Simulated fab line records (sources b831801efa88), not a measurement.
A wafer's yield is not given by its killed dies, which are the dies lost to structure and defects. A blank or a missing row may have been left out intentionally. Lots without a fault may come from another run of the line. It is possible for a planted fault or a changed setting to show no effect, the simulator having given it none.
Which tool was responsible? | flow sky130 | 11 lots with 33 wafers sampled at 4 steps, on a route of 708 steps

## WHAT THE GAUGES SHOWED, per wafer
SKY_PWDE_TW_MEAS_10.
lot  | measured    | on            | PWDE_TW
L629 | day 4 04:05 | film metro-01 | 375.7 376.3 375.0
L630 | day 4 16:51 | film metro-04 | 375.8 375.6 376.4
L634 | day 5 14:43 | film metro-01 | 374.3 376.8 372.7
L635 | day 6 05:22 | film metro-01 | 468.0 467.3 468.9 468.1 465.7 467.2
L637 | day 6 05:15 | film metro-01 | 377.7 378.4 377.9
L641 | day 6 21:12 | film metro-04 | 374.4 373.8 375.0
L643 | day 7 10:04 | film metro-02 | 468.3 468.6 469.1 467.9 469.0 466.3
L647 | day 8 09:37 | film metro-01 | 374.6 374.2 374.4
L649 | day 8 14:52 | film metro-02 | 378.3 378.9 378.5
L650 | day 8 18:55 | film metro-01 | 374.2 376.1 374.1
L651 | day 8 22:31 | film metro-01 | 373.9 376.2 374.8

## TOOL THAT RAN EACH LOT (tool first, then ch and the chambers of the sampled wafers, then the start)
lot  | SKY_FIELD_ISO_ETCH_17           | SKY_FIELD_ISO_CMP_27         | SKY_PWDE_IMPLANT_08
L629 | rie si-01 ch 0,3, day 2 06:56   | cmp-01 ch 2,3, day 2 11:55   | implanter-04 ch 0, day 4 03:53
L630 | rie si-02 ch 1,3, day 2 10:54   | cmp-01 ch 0,1,2, day 3 02:03 | implanter-01 ch 0, day 4 16:36
L634 | rie si-01 ch 0,1,3, day 3 07:27 | cmp-02 ch 1,2,3, day 4 00:23 | implanter-02 ch 0, day 5 14:28
L635 | rie si-01 ch 2,3, day 3 18:44   | cmp-02 ch 2,3, day 4 10:38   | implanter-01 ch 0, day 6 04:38
L637 | rie si-02 ch 0,2,3, day 4 02:29 | cmp-02 ch 0,1,2, day 4 11:02 | implanter-02 ch 0, day 6 05:00
L641 | rie si-01 ch 1,2, day 4 18:47   | cmp-01 ch 2,3, day 5 05:40   | implanter-01 ch 0, day 6 20:58
L643 | rie si-02 ch 0,2, day 5 13:18   | cmp-02 ch 1,2,3, day 5 17:50 | implanter-02 ch 0, day 7 09:29
L647 | rie si-01 ch 0,1,2, day 6 03:45 | cmp-02 ch 0,1,3, day 6 13:17 | implanter-02 ch 0, day 8 09:23
L649 | rie si-01 ch 0,1,2, day 6 12:56 | cmp-01 ch 0,2,3, day 6 19:10 | implanter-01 ch 0, day 8 14:37
L650 | rie si-02 ch 0,2,3, day 6 17:41 | cmp-01 ch 0,2, day 6 23:44   | implanter-02 ch 0, day 8 18:41
L651 | rie si-02 ch 1,2,3, day 6 22:11 | cmp-01 ch 1,2,3, day 7 02:05 | implanter-02 ch 0, day 8 22:16
- SKY_FIELD_ISO_ETCH_17: etches Si in HBr/Cl2/O2, target depth 342 nm, time 97.7 s.
- SKY_FIELD_ISO_CMP_27: polishes, stops on Si3N4, t overpolish 16 s, target thk 457.8 nm.
- SKY_PWDE_IMPLANT_08

## THE ANSWER, worked out from the rows above alone
Rule: what is usual is taken from the lots themselves. The widest of any qualifying gaps counts: lots, ordered by their means at a reading, are off when they make up no more than a third of the lots, leave a main group of 4 or more, and stand apart from it by 3 or more times the standard deviation of that group's means. Not used: any main group whose means are identical at the precision the tables above print for the reading. A lot without any number at a reading at which 4 lots or more have one is off too. Where the step has rows for the other lots, those lots are counted as sound.
Off: L635, L643, at SKY_PWDE_TW_MEAS_10 (PWDE_TW). The main group has a mean of 375.7 with a standard deviation of 1.5.
A tool fits if, at a process step before that reading, it ran every lot that is off, and no sound lot after the first of them. The gauges at SKY_PWDE_TW_MEAS_10 are tried like those tools. Of those tried, none fits.

## WHAT THE SIMULATOR PUT IN
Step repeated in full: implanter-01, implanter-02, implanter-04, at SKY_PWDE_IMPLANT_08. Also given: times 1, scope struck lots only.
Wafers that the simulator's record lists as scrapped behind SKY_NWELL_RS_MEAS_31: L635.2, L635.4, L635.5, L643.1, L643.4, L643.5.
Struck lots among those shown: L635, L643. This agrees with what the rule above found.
